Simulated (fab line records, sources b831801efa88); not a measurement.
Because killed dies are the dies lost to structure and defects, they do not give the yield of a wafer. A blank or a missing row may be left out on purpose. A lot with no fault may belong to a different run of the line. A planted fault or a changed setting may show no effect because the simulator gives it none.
fab line records / flow gf180mcu / part 2 of 2: steps 33 to 42 of 42
record: lots: 5 wafers: 15 last-day: 33
route steps=602 shown NSD@247 PSD@248 SAB@264 SALICIDE@278 CONTACT@287
lots that met no fault: taken from a fault-free run of the same line
start-h: the number of hours between the record's first day and the start of the first shown wafer of the lot / wait-h: hours since the lot's step before / " the same as in the row above / L1.1+2: a single row standing in for several wafers / - value missing, or start not given / * or withheld: withheld / < > ~ a bound
route shown NAME@n: names a module that has steps shown in the file, with the first one's number in the route / usual: the fault-free wafers' mean and standard deviation / same: alike in all rows / chamber/n: place in a boat / sites: each site's reading / _std_site: the standard deviation of these / _edge_site: inner sites' mean taken away from outer sites' mean / radius-mm: how far each site lies from the wafer's centre / mask NAME#n: copy n / behind: the most recent tool/chamber to have shaped the wafer / hold: the reason the lot was held/the length of the hold in hours/how it ended / device: the n, p or np transistor that did not switch / end of line: tests run on the same wafers once the route is complete / a step without rows: its recipe alone / killed: the dies lost at the first sort to structure and to defects; this is not the yield of the wafer / map: per-die view of a wafer (x killed, . not killed, _ where there is no die)
set.NAME: the setting that was run; set.NAME@STEP: the one run at that earlier step / model.NAME: the simulator's own value behind a step, which no gauge read
lots at selected steps of the route; one table per step, one row per wafer
services: a tool's chamber out of use, with start hour (start-h, from the record's first day; less than 0 if before it), hours out, and reason
== steps ==
step: GF_SALICIDE_WET_ETCH_01
recipe: chemistry: dHF target-depth-nm: 5 dry: ipa-marangoni target: SiO2 temp-c: 25 dilution: 100:1 time-s: 100
lot.wafer=L083.1+4+5 tool=wet-bench-02 chamber=0 start-h=422.20 wait-h=0.0
lot.wafer=L088.1+3+5 tool=wet-bench-02 chamber=1 start-h=461.93 wait-h=0.0
lot.wafer=L090.1+3+6 tool=wet-bench-02 chamber=2 start-h=478.30 wait-h=0.0
lot.wafer=L091.2+4+6 tool=wet-bench-02 chamber=1 start-h=489.72 wait-h=0.0
lot.wafer=L093.3+5+6 tool=wet-bench-04 chamber=2 start-h=505.03 wait-h=0.0
step: GF_SALICIDE_SPUTTER_02
recipe: material: Co target-thk-nm: 10 power-w: 1000 time-s: 20 chamber-pressure-pa: 0.4
usual: throttle-valve-pct: 30.3/0.99
lot.wafer=L083.1 tool=pvd-sputter-04 chamber=- start-h=422.23 wait-h=0.0 throttle-valve-pct=31.5
lot.wafer=L083.4 tool=pvd-sputter-04 chamber=- start-h=422.23 wait-h=0.0 throttle-valve-pct=31.2
lot.wafer=L083.5 tool=pvd-sputter-04 chamber=- start-h=422.23 wait-h=0.0 throttle-valve-pct=31.4
lot.wafer=L088.1 tool=pvd-sputter-04 chamber=- start-h=461.98 wait-h=0.0 throttle-valve-pct=31.6
lot.wafer=L088.3 tool=pvd-sputter-04 chamber=- start-h=461.98 wait-h=0.0 throttle-valve-pct=31.5
lot.wafer=L088.5 tool=pvd-sputter-04 chamber=- start-h=461.98 wait-h=0.0 throttle-valve-pct=30.8
lot.wafer=L090.1 tool=pvd-sputter-04 chamber=- start-h=478.33 wait-h=0.0 throttle-valve-pct=31.6
lot.wafer=L090.3 tool=pvd-sputter-04 chamber=- start-h=478.33 wait-h=0.0 throttle-valve-pct=31.0
lot.wafer=L090.6 tool=pvd-sputter-04 chamber=- start-h=478.33 wait-h=0.0 throttle-valve-pct=28.4
lot.wafer=L091.2 tool=pvd-sputter-03 chamber=- start-h=489.76 wait-h=0.0 throttle-valve-pct=29.7
lot.wafer=L091.4 tool=pvd-sputter-03 chamber=- start-h=489.76 wait-h=0.0 throttle-valve-pct=30.2
lot.wafer=L091.6 tool=pvd-sputter-03 chamber=- start-h=489.76 wait-h=0.0 throttle-valve-pct=30.2
lot.wafer=L093.3 tool=pvd-sputter-02 chamber=- start-h=505.06 wait-h=0.0 throttle-valve-pct=30.2
lot.wafer=L093.5 tool=pvd-sputter-02 chamber=- start-h=505.06 wait-h=0.0 throttle-valve-pct=29.4
lot.wafer=L093.6 tool=pvd-sputter-02 chamber=- start-h=505.06 wait-h=0.0 throttle-valve-pct=30.6
step: GF_SALICIDE_SPUTTER_03
recipe: material: TiN target-thk-nm: 20 power-w: 6500 time-s: 16.7 chamber-pressure-pa: 0.4
usual: throttle-valve-pct: 30.2/0.98
lot.wafer=L083.1 tool=pvd-sputter-04 chamber=- start-h=422.26 wait-h=0.0 throttle-valve-pct=31.2
lot.wafer=L083.4 tool=pvd-sputter-04 chamber=- start-h=422.26 wait-h=0.0 throttle-valve-pct=31.2
lot.wafer=L083.5 tool=pvd-sputter-04 chamber=- start-h=422.26 wait-h=0.0 throttle-valve-pct=31.5
lot.wafer=L088.1 tool=pvd-sputter-04 chamber=- start-h=462.01 wait-h=0.0 throttle-valve-pct=31.3
lot.wafer=L088.3 tool=pvd-sputter-04 chamber=- start-h=462.01 wait-h=0.0 throttle-valve-pct=31.3
lot.wafer=L088.5 tool=pvd-sputter-04 chamber=- start-h=462.01 wait-h=0.0 throttle-valve-pct=30.8
lot.wafer=L090.1 tool=pvd-sputter-04 chamber=- start-h=478.36 wait-h=0.0 throttle-valve-pct=31.0
lot.wafer=L090.3 tool=pvd-sputter-04 chamber=- start-h=478.36 wait-h=0.0 throttle-valve-pct=30.6
lot.wafer=L090.6 tool=pvd-sputter-04 chamber=- start-h=478.36 wait-h=0.0 throttle-valve-pct=28.4
lot.wafer=L091.2 tool=pvd-sputter-03 chamber=- start-h=489.79 wait-h=0.0 throttle-valve-pct=29.9
lot.wafer=L091.4 tool=pvd-sputter-03 chamber=- start-h=489.79 wait-h=0.0 throttle-valve-pct=30.2
lot.wafer=L091.6 tool=pvd-sputter-03 chamber=- start-h=489.79 wait-h=0.0 throttle-valve-pct=30.0
lot.wafer=L093.3 tool=pvd-sputter-02 chamber=- start-h=505.09 wait-h=0.0 throttle-valve-pct=30.2
lot.wafer=L093.5 tool=pvd-sputter-02 chamber=- start-h=505.09 wait-h=0.0 throttle-valve-pct=29.3
lot.wafer=L093.6 tool=pvd-sputter-02 chamber=- start-h=505.09 wait-h=0.0 throttle-valve-pct=30.7
step: GF_SALICIDE_RS_MEAS_04
recipe: thk-meas-gauge: four-point-probe reads: TiN_of_SALICIDE_SPUTTER_03+Co_of_SALICIDE_SPUTTER_02
usual: SALICIDE_TIN_RS: 16.3/0.31
lot.wafer=L083.1 tool=film-metro-04 chamber=- start-h=422.29 wait-h=0.0 SALICIDE_TIN_RS[ohm/sq]=16.5
lot.wafer=L083.4 tool=film-metro-04 chamber=- start-h=422.29 wait-h=0.0 SALICIDE_TIN_RS[ohm/sq]=16.4
lot.wafer=L083.5 tool=film-metro-04 chamber=- start-h=422.29 wait-h=0.0 SALICIDE_TIN_RS[ohm/sq]=16.5
lot.wafer=L088.1 tool=film-metro-02 chamber=- start-h=462.03 wait-h=0.0 SALICIDE_TIN_RS[ohm/sq]=16.9
lot.wafer=L088.3 tool=film-metro-02 chamber=- start-h=462.03 wait-h=0.0 SALICIDE_TIN_RS[ohm/sq]=16.9
lot.wafer=L088.5 tool=film-metro-02 chamber=- start-h=462.03 wait-h=0.0 SALICIDE_TIN_RS[ohm/sq]=16.8
lot.wafer=L090.1 tool=film-metro-02 chamber=- start-h=478.38 wait-h=0.0 SALICIDE_TIN_RS[ohm/sq]=16.2
lot.wafer=L090.3 tool=film-metro-02 chamber=- start-h=478.38 wait-h=0.0 SALICIDE_TIN_RS[ohm/sq]=16.6
lot.wafer=L090.6 tool=film-metro-02 chamber=- start-h=478.38 wait-h=0.0 SALICIDE_TIN_RS[ohm/sq]=16.4
lot.wafer=L091.2 tool=film-metro-02 chamber=- start-h=489.84 wait-h=0.0 SALICIDE_TIN_RS[ohm/sq]=16.8
lot.wafer=L091.4 tool=film-metro-02 chamber=- start-h=489.84 wait-h=0.0 SALICIDE_TIN_RS[ohm/sq]=16.5
lot.wafer=L091.6 tool=film-metro-02 chamber=- start-h=489.84 wait-h=0.0 SALICIDE_TIN_RS[ohm/sq]=16.8
lot.wafer=L093.3 tool=film-metro-02 chamber=- start-h=505.16 wait-h=0.1 SALICIDE_TIN_RS[ohm/sq]=16.6
lot.wafer=L093.5 tool=film-metro-02 chamber=- start-h=505.16 wait-h=0.1 SALICIDE_TIN_RS[ohm/sq]=16.3
lot.wafer=L093.6 tool=film-metro-02 chamber=- start-h=505.16 wait-h=0.1 SALICIDE_TIN_RS[ohm/sq]=16.0
step: GF_SALICIDE_THK_MEAS_05
recipe: thk-meas-gauge: xrf reads: TiN_of_SALICIDE_SPUTTER_03
usual: SALICIDE_TIN_THK: 19.82/0.23
lot.wafer=L083.1 tool=film-metro-04 chamber=- start-h=422.41 wait-h=0.1 SALICIDE_TIN_THK[nm]=19.79
lot.wafer=L083.4 tool=film-metro-04 chamber=- start-h=422.41 wait-h=0.1 SALICIDE_TIN_THK[nm]=19.86
lot.wafer=L083.5 tool=film-metro-04 chamber=- start-h=422.41 wait-h=0.1 SALICIDE_TIN_THK[nm]=19.80
lot.wafer=L088.1 tool=film-metro-02 chamber=- start-h=462.15 wait-h=0.1 SALICIDE_TIN_THK[nm]=19.62
lot.wafer=L088.3 tool=film-metro-02 chamber=- start-h=462.15 wait-h=0.1 SALICIDE_TIN_THK[nm]=19.42
lot.wafer=L088.5 tool=film-metro-02 chamber=- start-h=462.15 wait-h=0.1 SALICIDE_TIN_THK[nm]=19.62
lot.wafer=L090.1 tool=film-metro-02 chamber=- start-h=478.50 wait-h=0.1 SALICIDE_TIN_THK[nm]=19.63
lot.wafer=L090.3 tool=film-metro-02 chamber=- start-h=478.50 wait-h=0.1 SALICIDE_TIN_THK[nm]=19.70
lot.wafer=L090.6 tool=film-metro-02 chamber=- start-h=478.50 wait-h=0.1 SALICIDE_TIN_THK[nm]=19.73
lot.wafer=L091.2 tool=film-metro-02 chamber=- start-h=489.95 wait-h=0.1 SALICIDE_TIN_THK[nm]=19.83
lot.wafer=L091.4 tool=film-metro-02 chamber=- start-h=489.95 wait-h=0.1 SALICIDE_TIN_THK[nm]=19.65
lot.wafer=L091.6 tool=film-metro-02 chamber=- start-h=489.95 wait-h=0.1 SALICIDE_TIN_THK[nm]=19.38
lot.wafer=L093.3 tool=film-metro-02 chamber=- start-h=505.26 wait-h=0.1 SALICIDE_TIN_THK[nm]=19.59
lot.wafer=L093.5 tool=film-metro-02 chamber=- start-h=505.26 wait-h=0.1 SALICIDE_TIN_THK[nm]=19.28
lot.wafer=L093.6 tool=film-metro-02 chamber=- start-h=505.26 wait-h=0.1 SALICIDE_TIN_THK[nm]=19.73
step: GF_SALICIDE_RTA_06
recipe: temp-c: 530 time-s: 30 ambient: N2
usual: anneal-temp-c-max: 531.7/0.44 lamp-power-pct: 6.57/0.12 wafer_temp_C_max: 532.1/0.57
lot.wafer=L083.1 tool=rtp-anneal-02 chamber=0 start-h=422.47 wait-h=0.1 anneal-temp-c-max=532.3 lamp-power-pct=6.69 wafer_temp_C_max=532.1
lot.wafer=L083.4 tool=rtp-anneal-02 chamber=0 start-h=422.47 wait-h=0.1 anneal-temp-c-max=533.1 lamp-power-pct=6.68 wafer_temp_C_max=532.2
lot.wafer=L083.5 tool=rtp-anneal-02 chamber=0 start-h=422.47 wait-h=0.1 anneal-temp-c-max=532.0 lamp-power-pct=6.68 wafer_temp_C_max=532.9
lot.wafer=L088.1 tool=rtp-anneal-01 chamber=0 start-h=462.21 wait-h=0.1 anneal-temp-c-max=531.3 lamp-power-pct=6.43 wafer_temp_C_max=531.7
lot.wafer=L088.3 tool=rtp-anneal-01 chamber=0 start-h=462.21 wait-h=0.1 anneal-temp-c-max=531.1 lamp-power-pct=6.44 wafer_temp_C_max=531.5
lot.wafer=L088.5 tool=rtp-anneal-01 chamber=0 start-h=462.21 wait-h=0.1 anneal-temp-c-max=531.7 lamp-power-pct=6.43 wafer_temp_C_max=532.1
lot.wafer=L090.1 tool=rtp-anneal-02 chamber=0 start-h=478.56 wait-h=0.1 anneal-temp-c-max=532.2 lamp-power-pct=6.69 wafer_temp_C_max=532.4
lot.wafer=L090.3 tool=rtp-anneal-02 chamber=0 start-h=478.56 wait-h=0.1 anneal-temp-c-max=531.9 lamp-power-pct=6.69 wafer_temp_C_max=532.2
lot.wafer=L090.6 tool=rtp-anneal-02 chamber=0 start-h=478.56 wait-h=0.1 anneal-temp-c-max=531.8 lamp-power-pct=6.68 wafer_temp_C_max=532.5
lot.wafer=L091.2 tool=rtp-anneal-01 chamber=0 start-h=490.01 wait-h=0.1 anneal-temp-c-max=531.4 lamp-power-pct=6.44 wafer_temp_C_max=531.5
lot.wafer=L091.4 tool=rtp-anneal-01 chamber=0 start-h=490.01 wait-h=0.1 anneal-temp-c-max=531.4 lamp-power-pct=6.44 wafer_temp_C_max=531.8
lot.wafer=L091.6 tool=rtp-anneal-01 chamber=0 start-h=490.01 wait-h=0.1 anneal-temp-c-max=530.9 lamp-power-pct=6.44 wafer_temp_C_max=531.6
lot.wafer=L093.3 tool=rtp-anneal-01 chamber=0 start-h=505.33 wait-h=0.1 anneal-temp-c-max=531.1 lamp-power-pct=6.43 wafer_temp_C_max=531.9
lot.wafer=L093.5 tool=rtp-anneal-01 chamber=0 start-h=505.33 wait-h=0.1 anneal-temp-c-max=531.2 lamp-power-pct=6.44 wafer_temp_C_max=531.4
lot.wafer=L093.6 tool=rtp-anneal-01 chamber=0 start-h=505.33 wait-h=0.1 anneal-temp-c-max=531.4 lamp-power-pct=6.44 wafer_temp_C_max=531.5
step: GF_SALICIDE_WET_ETCH_07
recipe: chemistry: SPM target-depth-nm: 120 dry: n2-spin
lot.wafer=L083.1+4+5 tool=wet-bench-01 chamber=3 start-h=422.57 wait-h=0.1
lot.wafer=L088.1+3+5 tool=wet-bench-04 chamber=0 start-h=462.31 wait-h=0.1
lot.wafer=L090.1+3+6 tool=wet-bench-02 chamber=2 start-h=478.66 wait-h=0.1
lot.wafer=L091.2+4+6 tool=wet-bench-04 chamber=2 start-h=490.10 wait-h=0.1
lot.wafer=L093.3+5+6 tool=wet-bench-01 chamber=0 start-h=505.40 wait-h=0.1
step: GF_SALICIDE_RTA_08
recipe: temp-c: 800 time-s: 30 ambient: N2
usual: anneal-temp-c-max: 802.4/0.62 lamp-power-pct: 18.1/0.34 wafer_temp_C_max: 803.0/0.93
lot.wafer=L083.1 tool=rtp-anneal-01 chamber=0 start-h=422.66 wait-h=0.0 anneal-temp-c-max=801.2 lamp-power-pct=17.9 wafer_temp_C_max=801.8
lot.wafer=L083.4 tool=rtp-anneal-01 chamber=0 start-h=422.66 wait-h=0.0 anneal-temp-c-max=801.8 lamp-power-pct=17.8 wafer_temp_C_max=802.0
lot.wafer=L083.5 tool=rtp-anneal-01 chamber=0 start-h=422.66 wait-h=0.0 anneal-temp-c-max=801.1 lamp-power-pct=17.9 wafer_temp_C_max=801.9
lot.wafer=L088.1 tool=rtp-anneal-02 chamber=0 start-h=462.40 wait-h=0.0 anneal-temp-c-max=803.1 lamp-power-pct=18.6 wafer_temp_C_max=803.5
lot.wafer=L088.3 tool=rtp-anneal-02 chamber=0 start-h=462.40 wait-h=0.0 anneal-temp-c-max=802.5 lamp-power-pct=18.5 wafer_temp_C_max=802.8
lot.wafer=L088.5 tool=rtp-anneal-02 chamber=0 start-h=462.40 wait-h=0.0 anneal-temp-c-max=802.6 lamp-power-pct=18.6 wafer_temp_C_max=802.6
lot.wafer=L090.1 tool=rtp-anneal-01 chamber=0 start-h=478.76 wait-h=0.0 anneal-temp-c-max=802.5 lamp-power-pct=17.8 wafer_temp_C_max=801.8
lot.wafer=L090.3 tool=rtp-anneal-01 chamber=0 start-h=478.76 wait-h=0.0 anneal-temp-c-max=802.5 lamp-power-pct=17.9 wafer_temp_C_max=801.7
lot.wafer=L090.6 tool=rtp-anneal-01 chamber=0 start-h=478.76 wait-h=0.0 anneal-temp-c-max=802.9 lamp-power-pct=17.9 wafer_temp_C_max=802.1
lot.wafer=L091.2 tool=rtp-anneal-02 chamber=0 start-h=490.21 wait-h=0.0 anneal-temp-c-max=803.2 lamp-power-pct=18.6 wafer_temp_C_max=803.3
lot.wafer=L091.4 tool=rtp-anneal-02 chamber=0 start-h=490.21 wait-h=0.0 anneal-temp-c-max=803.3 lamp-power-pct=18.6 wafer_temp_C_max=803.5
lot.wafer=L091.6 tool=rtp-anneal-02 chamber=0 start-h=490.21 wait-h=0.0 anneal-temp-c-max=803.0 lamp-power-pct=18.5 wafer_temp_C_max=804.4
lot.wafer=L093.3 tool=rtp-anneal-01 chamber=0 start-h=505.52 wait-h=0.0 anneal-temp-c-max=802.0 lamp-power-pct=17.9 wafer_temp_C_max=802.8
lot.wafer=L093.5 tool=rtp-anneal-01 chamber=0 start-h=505.52 wait-h=0.0 anneal-temp-c-max=801.5 lamp-power-pct=17.9 wafer_temp_C_max=802.7
lot.wafer=L093.6 tool=rtp-anneal-01 chamber=0 start-h=505.52 wait-h=0.0 anneal-temp-c-max=801.6 lamp-power-pct=17.9 wafer_temp_C_max=803.6
step: GF_CONTACT_CVD_00
recipe: material: SiO2 target-thk-nm: 300 sigma-open-frac: 0.3 temp-c: 400 time-s: 50 sih4-flow-sccm: 60 pressure-mtorr: 6
lot.wafer=L083.1+4+5 tool=hdpcvd-01 chamber=1,1,2 start-h=422.76 wait-h=0.1
lot.wafer=L088.1+3+5 tool=hdpcvd-02 chamber=1,2,1 start-h=462.50 wait-h=0.1
lot.wafer=L090.1+3+6 tool=hdpcvd-01 chamber=2,0,2 start-h=478.86 wait-h=0.1
lot.wafer=L091.2+4+6 tool=hdpcvd-01 chamber=1,2,1 start-h=490.30 wait-h=0.1
lot.wafer=L093.3+5+6 tool=hdpcvd-02 chamber=0,1,0 start-h=505.61 wait-h=0.1
step: GF_CONTACT_THK_MEAS_01
recipe: reads: SiO2_of_CONTACT_CVD_00
usual: CONTACT_CVD_00_THK: 300/3.4
lot.wafer=L083.1 tool=film-metro-03 chamber=- start-h=422.82 wait-h=0.0 CONTACT_CVD_00_THK[nm]=299
lot.wafer=L083.4 tool=film-metro-03 chamber=- start-h=422.82 wait-h=0.0 CONTACT_CVD_00_THK[nm]=297
lot.wafer=L083.5 tool=film-metro-03 chamber=- start-h=422.82 wait-h=0.0 CONTACT_CVD_00_THK[nm]=302
lot.wafer=L088.1 tool=film-metro-04 chamber=- start-h=462.55 wait-h=0.0 CONTACT_CVD_00_THK[nm]=299
lot.wafer=L088.3 tool=film-metro-04 chamber=- start-h=462.55 wait-h=0.0 CONTACT_CVD_00_THK[nm]=302
lot.wafer=L088.5 tool=film-metro-04 chamber=- start-h=462.55 wait-h=0.0 CONTACT_CVD_00_THK[nm]=300
lot.wafer=L090.1 tool=film-metro-03 chamber=- start-h=478.90 wait-h=0.0 CONTACT_CVD_00_THK[nm]=296
lot.wafer=L090.3 tool=film-metro-03 chamber=- start-h=478.90 wait-h=0.0 CONTACT_CVD_00_THK[nm]=295
lot.wafer=L090.6 tool=film-metro-03 chamber=- start-h=478.90 wait-h=0.0 CONTACT_CVD_00_THK[nm]=298
lot.wafer=L091.2 tool=film-metro-04 chamber=- start-h=490.35 wait-h=0.0 CONTACT_CVD_00_THK[nm]=296
lot.wafer=L091.4 tool=film-metro-04 chamber=- start-h=490.35 wait-h=0.0 CONTACT_CVD_00_THK[nm]=300
lot.wafer=L091.6 tool=film-metro-04 chamber=- start-h=490.35 wait-h=0.0 CONTACT_CVD_00_THK[nm]=297
lot.wafer=L093.3 tool=film-metro-01 chamber=- start-h=505.68 wait-h=0.0 CONTACT_CVD_00_THK[nm]=297
lot.wafer=L093.5 tool=film-metro-01 chamber=- start-h=505.68 wait-h=0.0 CONTACT_CVD_00_THK[nm]=297
lot.wafer=L093.6 tool=film-metro-01 chamber=- start-h=505.68 wait-h=0.0 CONTACT_CVD_00_THK[nm]=294
== services ==
tool=rie-diel-02 chamber=3 start-h=365.99 hours=1.7 kind=repair
tool=rie-diel-03 chamber=1 start-h=367.69 hours=8.4 kind=repair
tool=pecvd-01 chamber=- start-h=368.91 hours=14.0 kind=pm
tool=rie-diel-02 chamber=1 start-h=374.92 hours=3.6 kind=repair
tool=rie-diel-02 chamber=- start-h=379.70 hours=0.6 kind=repair
tool=hdpcvd-01 chamber=0 start-h=408.26 hours=17.9 kind=repair
tool=rie-diel-01 chamber=3 start-h=412.20 hours=2.8 kind=repair
tool=pvd-sputter-03 chamber=- start-h=415.81 hours=3.2 kind=repair
tool=pecvd-02 chamber=- start-h=419.75 hours=0.2 kind=repair
tool=plasma-asher-02 chamber=- start-h=421.25 hours=9.0 kind=pm
tool=pecvd-04 chamber=1 start-h=423.53 hours=7.2 kind=repair
tool=implanter-03 chamber=- start-h=432.69 hours=4.6 kind=pm
tool=iline-stepper-02 chamber=- start-h=438.43 hours=1.7 kind=pm
tool=hdpcvd-02 chamber=0 start-h=439.10 hours=12.5 kind=repair
tool=implanter-03 chamber=- start-h=441.21 hours=3.1 kind=repair
tool=implanter-03 chamber=- start-h=449.45 hours=3.2 kind=repair
tool=rie-diel-02 chamber=1 start-h=449.69 hours=13.8 kind=repair
tool=hdpcvd-01 chamber=- start-h=463.15 hours=2.8 kind=pm
tool=rie-diel-01 chamber=2 start-h=478.95 hours=6.3 kind=repair
tool=hdpcvd-02 chamber=- start-h=482.81 hours=3.4 kind=repair
tool=iline-stepper-02 chamber=- start-h=484.17 hours=4.9 kind=repair
tool=hdpcvd-02 chamber=0 start-h=486.40 hours=4.9 kind=repair
tool=hdpcvd-01 chamber=- start-h=494.05 hours=1.4 kind=repair
tool=hdpcvd-02 chamber=2 start-h=497.97 hours=8.6 kind=repair
